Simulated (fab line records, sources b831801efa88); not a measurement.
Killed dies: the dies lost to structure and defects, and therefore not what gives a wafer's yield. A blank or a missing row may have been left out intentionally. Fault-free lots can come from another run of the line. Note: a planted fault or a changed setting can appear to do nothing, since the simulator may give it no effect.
Matching of chambers || flow sfq line || rie diel-03 running SFQ_TRILAYER_I2_VIA_ETCH_VIA_ETCH_070: 4 sister chambers
The step etches SiO2 in CHF3, stops on Nb, target depth 260 nm. 8 wafers are shown with their chamber, then 8 later ones without.

== WAFERS, EACH WITH ITS CHAMBER ==
{"wafer": "L929.5", "chamber": 1, "drypump motor current A (A)": 5.5, "oes product au (a.u.)": 0.867}
{"wafer": "L929.6", "chamber": 2, "drypump motor current A (A)": 5.4, "oes product au (a.u.)": 0.859}
{"wafer": "L932.1", "chamber": 1, "drypump motor current A (A)": 5.6, "oes product au (a.u.)": 0.852}
{"wafer": "L932.3", "chamber": 0, "drypump motor current A (A)": 6.3, "oes product au (a.u.)": 0.849}
{"wafer": "L932.5", "chamber": 3, "drypump motor current A (A)": 5.7, "oes product au (a.u.)": 0.856}
{"wafer": "L933.2", "chamber": 0, "drypump motor current A (A)": 6.3, "oes product au (a.u.)": 0.857}
{"wafer": "L933.3", "chamber": 3, "drypump motor current A (A)": 5.7, "oes product au (a.u.)": 0.844}
{"wafer": "L933.6", "chamber": 2, "drypump motor current A (A)": 5.4, "oes product au (a.u.)": 0.854}

== WAFERS WITH NO CHAMBER GIVEN ==
{"wafer": "L935.1", "drypump motor current A (A)": 5.4, "oes product au (a.u.)": 0.852}
{"wafer": "L935.5", "drypump motor current A (A)": 5.4, "oes product au (a.u.)": 0.849}
{"wafer": "L935.6", "drypump motor current A (A)": 5.7, "oes product au (a.u.)": 0.850}
{"wafer": "L937.3", "drypump motor current A (A)": 5.5, "oes product au (a.u.)": 0.851}
{"wafer": "L937.4", "drypump motor current A (A)": 5.5, "oes product au (a.u.)": 0.857}
{"wafer": "L941.1", "drypump motor current A (A)": 5.4, "oes product au (a.u.)": 0.852}
{"wafer": "L941.3", "drypump motor current A (A)": 5.7, "oes product au (a.u.)": 0.845}
{"wafer": "L941.6", "drypump motor current A (A)": 5.7, "oes product au (a.u.)": 0.856}

== CHAMBER TAKEN BY EACH ==
{"wafer": "L935.1", "from the rows above": 2, "in truth": 2}
{"wafer": "L935.5", "from the rows above": 2, "in truth": 2}
{"wafer": "L935.6", "from the rows above": 3, "in truth": 3}
{"wafer": "L937.3", "from the rows above": "can't be placed: 1 or 2", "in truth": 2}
{"wafer": "L937.4", "from the rows above": "can't be placed: 1 or 2", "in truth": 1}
{"wafer": "L941.1", "from the rows above": 2, "in truth": 2}
{"wafer": "L941.3", "from the rows above": 3, "in truth": 3}
{"wafer": "L941.6", "from the rows above": 3, "in truth": 3}
6 of 8 placed correctly. From these rows, 2 cannot be placed; in 2 the true chamber is one of the candidates. Number placed wrongly: 0.
How it was worked out, from the rows above alone: a wafer's distance from a chamber is the root of the sum, over the readings, of the square of ((its reading less the chamber's mean) divided by the reading's scatter). If the next closest chamber is less than 2 further off than the closest, the wafer can't be placed; otherwise it belongs to the closest. Each chamber's mean is taken over the wafers shown for it. The scatter: the root of (the sum of the squares of (reading less its chamber's mean) over the shown wafers, divided by (wafers less chambers)).
